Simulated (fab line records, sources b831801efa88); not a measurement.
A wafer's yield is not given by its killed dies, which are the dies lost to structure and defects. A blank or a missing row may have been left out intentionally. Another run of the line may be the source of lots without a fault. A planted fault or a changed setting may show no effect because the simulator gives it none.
Comparing a struck lot with a sound one    flow sky130    17 steps out of a route of 708
Sound: wafers L441.2, L441.3, L441.4. Struck: wafer L451.2. (L451.1, L451.6 of the same lot were not struck and are left out.) The cause comes at the end.
Per side, at each step with rows, come the tool, then ch with its chambers, and then its first start. Under that, the readings that differ: sound wafers    struck wafers    difference of the means    sigmas: that difference in standard deviations of wafers without a fault.
alike: same words and numbers on both sides, and readings whose means sit less than 2 such deviations apart. not compared: any withheld reading, any reading some wafer has no value for, any bound like >300 that may hide the same value, and any number with overlapping values for which the record gives no deviation.
Wherever a step has rows on one side only, a row that says differs or no value, or a row with sigmas, the two part there. Non-overlapping numbers with no deviation appear without sigmas and do not part them. Lack of a reading on every wafer of one side parts them only where that side has two or more wafers.

first, 3 steps without rows for these wafers: SKY_LI_CONTACT_EXPOSE_09 (exposes mask LICM1, target cd 170 nm); SKY_LI_CONTACT_PEB_10; SKY_LI_CONTACT_DEVELOP_11 (develop time 60 s).
SKY_LI_CONTACT_CD_MEAS_12: target cd 170 nm.
  sound on cdSem-01 at day 30 19:55; struck on cdSem-01 at day 34 09:25
  alike: cdNm
SKY_LI_CONTACT_OVL_MEAS_13:
  sound on overlay-01 at day 30 20:01; struck on overlay-01 at day 34 09:32
reading              sound     struck  difference  sigmas
LI_CONTACT_OVL (nm)  1 -12 -7  6       +12         +2
SKY_LI_CONTACT_ETCH_14: etches BARC in N2/H2, stops on SiO2, time 45.9 s, target depth 60 nm.
  sound on rieDiel-01 ch 0,1, day 30 20:03; struck on rieDiel-02 ch 1, day 34 09:34
reading               sound                 struck  difference  sigmas
throttleValvePct (%)  13.219 13.215 13.240  13.206  -0.019      -2
  alike: drypumpMotorCurrentA, n2FlowSccm, oesProductAu
  not compared: rfHoursCounterH
SKY_LI_CONTACT_ETCH_15: etches PSG in C4F8/O2/Ar, stops on Si, target depth 600 nm.
  sound on rieDiel-01 ch 0,1, day 30 20:05; struck on rieDiel-02 ch 1, day 34 09:37
  alike: oesProductAu
then, 3 steps without rows for these wafers: SKY_LI_CONTACT_STRIP_16 (strips in O2/N2); SKY_LI_CONTACT_CLEAN_17 (cleans in NMP, time 600 s); SKY_LI_CONTACT_PRE_CLEAN_18 (time 5.6 s).
SKY_LI_CONTACT_SPUTTER_19: material Ti, target thk 20 nm, time 106.37 s.
  sound on pvdSputter-04 at day 30 20:41; struck on pvdSputter-01 at day 34 09:59
  alike: throttleValvePct
SKY_LI_CONTACT_SPUTTER_20: material TiN, target thk 20 nm, time 80 s.
  sound on pvdSputter-04 at day 30 20:46; struck on pvdSputter-01 at day 34 10:04
  alike: throttleValvePct
SKY_LI_CONTACT_CVD_21: deposits W, target thk 400 nm, time 120.56 s.
  sound on cvdW-01 ch 0,1, day 30 20:49; struck on cvdW-01 ch 1, day 34 10:08
reading                                  sound              struck  difference  sigmas
chamberPressureTorr (Torr)               39.92 40.05 40.02  34.99   -5.01       -58
model.W_of_LI_CONTACT_CVD_21.thkNm (nm)  396 408.1 391.8    368.7   -29.9       
  alike: heaterPowerOuterW, heaterPowerW
  not compared: sinceWetCleanH
SKY_LI_CONTACT_RS_MEAS_22: uses a four-point probe to measure.
  sound on filmMetro-04 at day 30 20:58; struck on filmMetro-01 at day 34 10:32
reading                   sound              struck  difference  sigmas
LI_CONTACT_W_RS (ohm/sq)  0.288 0.280 0.291  0.309   +0.023      +6
  not compared: hold
SKY_LI_CONTACT_THK_MEAS_23: measures by xrf.
  sound on filmMetro-04 at day 30 21:04; struck on filmMetro-01 at day 35 00:19
reading                sound        struck  difference  sigmas
LI_CONTACT_W_THK (nm)  394 403 388  358     -37         -5
  not compared: hold
SKY_LI_CONTACT_CMP_24: polishes, stops on PSG, t overpolish 20 s, target thk 0 nm.
  sound on cmp-01 ch 0,2,3, day 30 21:07; struck on cmp-01 ch 2, day 35 01:24
reading  sound  struck                   difference                    sigmas
hold     - - -  awaitDispo/1.0h/release  no value on the sound wafers  
  alike: motorCurrentA, slurryFlowMlMin
SKY_PAD_OPEN_PROBE_99:
  the record holds rows for the sound wafers here (prober-02, day 47 01:24) but none for the struck ones

WHERE THEY PART
Earliest at SKY_LI_CONTACT_OVL_MEAS_13; latest, in this record, at SKY_PAD_OPEN_PROBE_99.

WHY: what had been put in by the simulator
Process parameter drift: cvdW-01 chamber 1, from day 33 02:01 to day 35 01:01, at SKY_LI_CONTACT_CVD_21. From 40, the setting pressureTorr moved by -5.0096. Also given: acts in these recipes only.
